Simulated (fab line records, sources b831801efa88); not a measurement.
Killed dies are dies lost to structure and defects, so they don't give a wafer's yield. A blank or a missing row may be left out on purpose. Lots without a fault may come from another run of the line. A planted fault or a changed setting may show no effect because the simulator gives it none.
fab line records | flow sky130
record lots=12 wafers=36 last_day=50
route steps=708 shown VIA3@585 CAP2M@616 VIA4@656 METAL5@663 PAD_OPEN@708
lots that met no fault: from a run of the same line without faults
start_h: hours from the record's first day to the start of the lot's first wafer shown | wait_h: hours since the lot's step before | " the same as in the row above | L1.1+2: a row that stands for several wafers | - no value, or no start given | * or withheld: withheld | < > ~ a bound
route shown NAME@n: a module of which the file shows steps, and the number in the route of the first | usual: mean/standard deviation of fault-free wafers | same: alike in all rows | chamber/n: place in a boat | sites: the reading at each site | _std_site: their standard deviation | _edge_site: outer sites' mean less inner sites' | radius_mm: how far each site lies from the wafer's centre | mask NAME#n: copy n | behind: the tool/chamber that last shaped the wafer | hold: why the lot was held/for how many hours/how that ended | device: the transistor (n, p or np) that didn't switch | end of line: the same wafers' tests at the end of the route | a step without rows: its recipe alone | killed: dies lost to structure and defects at the first sort, not the wafer's yield | map: a wafer's dies, x killed, . not, _ none there
set.NAME: the setting as run; set.NAME@STEP: as run at that earlier step | model.NAME: the simulator's own value behind a step, which no gauge read
steps of the route over a sample of lots; a table a step, a row a wafer
services: from which hour (start_h, from the record's first day; less than 0 if before it) a tool's chamber was out of use, for how many hours, and why
## steps
# step SKY_VIA3_CD_MEAS_12
# recipe target_cd_nm=200
# usual cd_nm=200.1/1.4
# columns lot.wafer tool chamber start_h wait_h cd_nm
L235.2 cd_sem-01 - 919.78 - 200.5
L235.3 " - " " 201.0
L235.4 " - " " 200.4
L236.3 cd_sem-01 - 936.74 - 200.1
L236.5 " - " " 199.9
L236.6 " - " " 200.4
L237.1 cd_sem-02 - 940.01 - 200.9
L237.2 " - " " 201.3
L237.3 " - " " 202.2
L238.1 cd_sem-01 - 944.95 - 200.7
L238.3 " - " " 199.8
L238.6 " - " " 199.0
L239.1 cd_sem-01 - 949.56 - 200.5
L239.2 " - " " 200.0
L239.6 " - " " 200.2
L243.1 cd_sem-02 - 1004.21 - 199.7
L243.4 " - " " 199.9
L243.5 " - " " 200.2
L244.4 cd_sem-02 - 1007.97 - 202.7
L244.5 " - " " 202.5
L244.6 " - " " 202.2
L246.2 cd_sem-02 - 1013.52 - 198.6
L246.4 " - " " 198.7
L246.6 " - " " 199.2
L253.4 cd_sem-01 - 1054.96 - 203.0
L253.5 " - " " 202.3
L253.6 " - " " 202.9
L256.1 cd_sem-02 - 1063.96 - 198.6
L256.2 " - " " 199.2
L256.5 " - " " 196.7
L255.3 cd_sem-01 - 1066.73 - 200.4
L255.4 " - " " 200.0
L255.5 " - " " 199.4
L257.1 cd_sem-01 - 1073.44 - 198.8
L257.3 " - " " 198.4
L257.4 " - " " 199.1
# step SKY_CAP2M_METAL_ETCH_13
# recipe target_depth_nm=220 stop_on=SiO2 chemistry=Cl2/BCl3 target=TiN pressure_mtorr=10 icp_w=900 bias_w=48.5 Cl2_flow_sccm=60 bcl3_flow_sccm=30 time_s=62.9
# usual drypump_motor_current_A=5.78/0.25 oes_product_au=0.940/0.0067 throttle_valve_pct=21.903/0.0097
# columns lot.wafer tool chamber start_h wait_h drypump_motor_current_A oes_product_au rf_hours_counter_h throttle_valve_pct
L235.2 rie_metal-03 1 946.42 0.0 5.72 0.944 3 21.900
L235.3 " 0 " " 5.76 0.931 - 21.894
L235.4 " 1 " " 5.72 0.934 - 21.906
L236.3 rie_metal-03 0 962.83 0.0 5.75 0.939 - 21.915
L236.5 " 1 " " 5.73 0.933 - 21.896
L236.6 " 0 " " 5.75 0.930 - 21.914
L237.1 rie_metal-03 1 966.00 0.0 5.72 0.940 4 21.906
L237.2 " 0 " " 5.76 0.946 2 21.908
L237.3 " 1 " " 5.71 0.937 - 21.906
L238.1 rie_metal-01 1 969.90 0.0 5.71 0.938 2 21.905
L238.3 " 0 " " 6.01 0.949 - 21.892
L238.6 " 0 " " 6.02 0.944 - 21.906
L239.1 rie_metal-01 1 975.20 0.0 5.74 0.938 3 21.907
L239.2 " 0 " " 6.05 0.942 16 21.894
L239.6 " 0 " " 5.97 0.937 - 21.906
L243.1 rie_metal-01 0 1028.65 0.0 6.00 0.934 19 21.889
L243.4 " 0 " " 6.06 0.936 - 21.906
L243.5 " 1 " " 5.73 0.934 - 21.895
L244.4 rie_metal-03 0 1031.52 0.0 5.78 0.953 - 21.890
L244.5 " 0 " " 5.77 0.945 - 21.905
L244.6 " 1 " " 5.71 0.944 - 21.893
L246.2 rie_metal-01 0 1036.90 0.0 6.05 0.937 20 21.915
L246.4 " 1 " " 5.75 0.934 - 21.924
L246.6 " 0 " " 6.00 0.938 - 21.894
L253.4 rie_metal-04 0 1078.02 0.0 6.16 0.927 - 21.896
L253.5 " 0 " " 6.15 0.932 - 21.901
L253.6 " 1 " " 5.36 0.942 - 21.908
L256.1 rie_metal-03 1 1085.97 0.0 5.71 0.944 11 21.908
L256.2 " 0 " " 5.75 0.941 9 21.909
L256.5 " 0 " " 5.74 0.947 - 21.921
L255.3 rie_metal-03 0 1089.40 0.0 5.75 0.942 - 21.890
L255.4 " 1 " " 5.72 0.944 - 21.902
L255.5 " 1 " " 5.69 0.936 - 21.892
L257.1 rie_metal-04 0 1095.32 0.0 6.17 0.952 18 21.878
L257.3 " 1 " " 5.36 0.937 - 21.909
L257.4 " 0 " " 6.17 0.948 - 21.909
# step SKY_VIA4_SPUTTER_17
# recipe material=TiN target_thk_nm=20 chamber_pressure_pa=5 power_w=4000 time_s=80
# usual throttle_valve_pct=29.9/0.9
# columns lot.wafer tool chamber start_h wait_h throttle_valve_pct
L235.2 pvd_sputter-04 - 995.89 0.0 29.6
L235.3 " - " " 29.8
L235.4 " - " " 31.1
L236.3 pvd_sputter-04 - 1012.92 0.0 31.2
L236.5 " - " " 29.9
L236.6 " - " " 30.6
L237.1 pvd_sputter-02 - 1015.76 0.0 31.2
L237.2 " - " " 29.7
L237.3 " - " " 28.9
L238.1 pvd_sputter-02 - 1018.35 0.0 29.5
L238.3 " - " " 31.2
L238.6 " - " " 31.3
L239.1 pvd_sputter-03 - 1024.22 0.0 29.4
L239.2 " - " " 28.7
L239.6 " - " " 28.6
L243.1 pvd_sputter-03 - 1074.86 0.0 30.7
L243.4 " - " " 30.4
L243.5 " - " " 29.4
L244.4 pvd_sputter-03 - 1077.43 0.0 29.3
L244.5 " - " " 30.4
L244.6 " - " " 28.6
L246.2 pvd_sputter-03 - 1082.96 0.0 28.4
L246.4 " - " " 29.3
L246.6 " - " " 30.6
L253.4 pvd_sputter-03 - 1116.86 0.0 30.5
L253.5 " - " " 29.4
L253.6 " - " " 28.3
L256.1 pvd_sputter-03 - 1130.96 0.0 30.4
L256.2 " - " " 30.5
L256.5 " - " " 30.0
L255.3 pvd_sputter-03 - 1134.43 0.0 30.4
L255.4 " - " " 30.1
L255.5 " - " " 29.3
L257.1 pvd_sputter-02 - 1138.74 0.0 29.6
L257.3 " - " " 32.3
L257.4 " - " " 31.2
# step SKY_METAL5_SPUTTER_02
# recipe material=AlCu target_thk_nm=1150 power_w=10600 time_s=61.2 chamber_pressure_pa=0.4
# usual throttle_valve_pct=30.0/1
# columns lot.wafer tool chamber start_h wait_h throttle_valve_pct
L235.2 pvd_sputter-04 - 996.63 0.0 30.3
L235.3 " - " " 31.2
L235.4 " - " " 29.8
L236.3 pvd_sputter-01 - 1013.66 0.0 29.1
L236.5 " - " " 28.4
L236.6 " - " " 29.4
L237.1 pvd_sputter-04 - 1016.50 0.0 30.1
L237.2 " - " " 30.6
L237.3 " - " " 29.5
L238.1 pvd_sputter-04 - 1019.09 0.0 29.5
L238.3 " - " " 30.7
L238.6 " - " " 31.2
L239.1 pvd_sputter-02 - 1025.15 0.0 28.8
L239.2 " - " " 29.7
L239.6 " - " " 29.6
L243.1 pvd_sputter-01 - 1075.81 0.0 27.8
L243.4 " - " " 28.6
L243.5 " - " " 29.4
L244.4 pvd_sputter-02 - 1078.14 0.0 32.2
L244.5 " - " " 32.1
L244.6 " - " " 28.9
L246.2 pvd_sputter-01 - 1083.70 0.0 28.1
L246.4 " - " " 28.7
L246.6 " - " " 28.7
L253.4 pvd_sputter-04 - 1118.53 0.0 31.1
L253.5 " - " " 30.3
L253.6 " - " " 29.6
L256.1 pvd_sputter-02 - 1131.70 0.0 29.9
L256.2 " - " " 31.6
L256.5 " - " " 28.7
L255.3 pvd_sputter-04 - 1135.17 0.0 29.7
L255.4 " - " " 31.2
L255.5 " - " " 29.8
L257.1 pvd_sputter-04 - 1139.62 0.0 30.5
L257.3 " - " " 29.3
L257.4 " - " " 31.4
# step SKY_PAD_OPEN_PROBE_99
# usual defect_limited_yield=82.4/1.8 killed_at_M0_to_M3=44/6.4 killed_at_M4_up=3.6/2.1 killed_at_contacts=23/5.1 killed_at_front_end=15/4.3 killed_at_other=0.3/0.56 killed_dies=86/9 killed_open=47/6.4 killed_short=39/5.8 sort_bin_3_pad_short=0.8/0.46 sort_bin_5_function=10.4/1.4 sort_bin_6_memory=6.4/1.1 sort_n_pass=406/9 sort_yield_pct=82.4/1.8
# same gross_dies=492 killed_at_back_side=0 sort_bin_4_leakage[%]=0 sort_bin_8_speed[%]=0
# columns lot.wafer tool chamber start_h wait_h defect_limited_yield[%] killed_at_M0_to_M3 killed_at_M4_up killed_at_contacts killed_at_front_end killed_at_other killed_dies killed_open killed_short sort_bin_3_pad_short[%] sort_bin_5_function[%] sort_bin_6_memory[%] sort_n_pass sort_yield_pct[%]
L243.1 prober-02 - 1129.87 0.1 76.0 36 1 17 9 55 118 38 25 2.6 16.3 5.1 374 76.0
L243.4 prober-02 - 1130.02 0.2 74.2 42 4 16 12 53 127 37 37 2.8 15.7 7.3 365 74.2
L243.5 prober-02 - 1130.07 0.2 77.8 43 3 15 13 35 109 38 37 2.8 13.0 6.3 383 77.8
L246.2 prober-01 - 1138.62 0.1 72.4 46 3 27 18 42 136 55 39 3.0 18.3 6.3 356 72.4
L246.4 prober-01 - 1138.72 0.2 77.2 34 3 19 18 38 112 34 40 2.0 14.4 6.3 380 77.2
L246.6 prober-01 - 1138.82 0.2 76.0 35 3 12 14 54 118 37 27 1.6 16.5 5.9 374 76.0
# killed by level:class
L243.1 CAP2M:unspecified=55 VIA1:geometric_particle:open=10 VIA2:geometric_particle:open=8 CONTACT:geometric_particle:open=7 LI_CONTACT:geometric_particle:open=6 VIA1:geometric_particle:short=6 FIELD_ISO:geometric_particle:open=4 METAL1:geometric_particle:short=4
L243.4 CAP2M:unspecified=53 VIA1:geometric_particle:open=9 VIA1:geometric_particle:short=8 METAL1:geometric_particle:short=7 CONTACT:geometric_particle:open=6 VIA2:geometric_particle:open=5 FIELD_ISO:geometric_particle:short=4 VIA3:geometric_particle:open=4
L243.5 CAP2M:unspecified=34 VIA1:geometric_particle:open=12 METAL1:geometric_particle:short=5 FIELD_ISO:geometric_particle:open=4 POLY_GATE:geometric_particle:short=4 POLY_GATE:geometric_particle:open=4 VIA2:geometric_particle:open=4 CONTACT:geometric_particle:open=4
L246.2 CAP2M:unspecified=42 VIA1:geometric_particle:open=13 CONTACT:geometric_particle:open=8 POLY_GATE:geometric_particle:open=7 VIA2:geometric_particle:short=7 LI_CONTACT:geometric_particle:open=6 VIA2:geometric_particle:open=6 VIA3:geometric_particle:open=5
L246.4 CAP2M:unspecified=38 CONTACT:geometric_particle:open=9 POLY_GATE:geometric_particle:short=8 METAL1:geometric_particle:short=8 VIA3:geometric_particle:open=6 POLY_GATE:geometric_particle:open=5 VIA1:geometric_particle:open=5 VIA1:geometric_particle:short=4
L246.6 CAP2M:unspecified=54 CONTACT:geometric_particle:open=7 VIA1:geometric_particle:open=7 VIA3:geometric_particle:open=7 METAL1:geometric_particle:short=4 METAL2:geometric_particle:short=4 VIA2:geometric_particle:open=4 POLY_GATE:geometric_particle:short=3
## services
# columns tool chamber start_h hours kind
rie_metal-04 - 956.59 0.4 repair
rie_metal-03 - 963.67 1.1 repair
rie_metal-04 0 965.27 18.7 repair
rie_metal-04 - 968.31 1.9 repair
rie_metal-04 - 974.83 5.6 repair
rie_metal-01 1 976.91 5.8 repair
rie_metal-03 - 993.61 2.8 pm
rie_metal-01 1 1002.51 6.5 repair
pvd_sputter-02 1 1008.60 - consumable_replace:kit
rie_metal-01 - 1011.18 1.9 repair
pvd_sputter-02 - 1013.22 1.3 repair
pvd_sputter-03 - 1051.00 1.7 repair
pvd_sputter-04 - 1058.00 7.9 repair
rie_metal-01 - 1058.47 14.6 pm
pvd_sputter-03 0 1072.52 - consumable_replace:kit
pvd_sputter-03 0 1072.52 18.0 scheduled_down
pvd_sputter-03 0 1072.52 18.0 vent_cycle
pvd_sputter-04 1 1075.65 - consumable_replace:kit
pvd_sputter-04 1 1075.65 18.0 scheduled_down
pvd_sputter-04 1 1075.65 18.0 vent_cycle
pvd_sputter-04 - 1088.79 6.6 repair
pvd_sputter-03 - 1100.34 3.4 repair
rie_metal-01 - 1133.20 1.4 pm
rie_metal-04 1 1134.60 1.8 repair
## key
first_sign step=SKY_PAD_OPEN_PROBE_99 reading=killed_at_other direction=up sigmas=46 usual=0.3 struck=46.2
effect step=SKY_PAD_OPEN_PROBE_99 reading=defect_limited_yield direction=down sigmas=3.7 usual=82.4 struck=75.6
met_at SKY_CAP2M_METAL_ETCH_13
struck_lots L243,L246
not_acting_at SKY_VIA3_CD_MEAS_12,SKY_VIA4_SPUTTER_17,SKY_METAL5_SPUTTER_02
onset_between 975.20 1028.65
fault kind=chamber_particle_source tool=rie_metal-01 chamber=- onset_h=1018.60 steps=SKY_CAP2M_METAL_ETCH_13 rate_per_visit_cm2=0.60573 end_h=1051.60
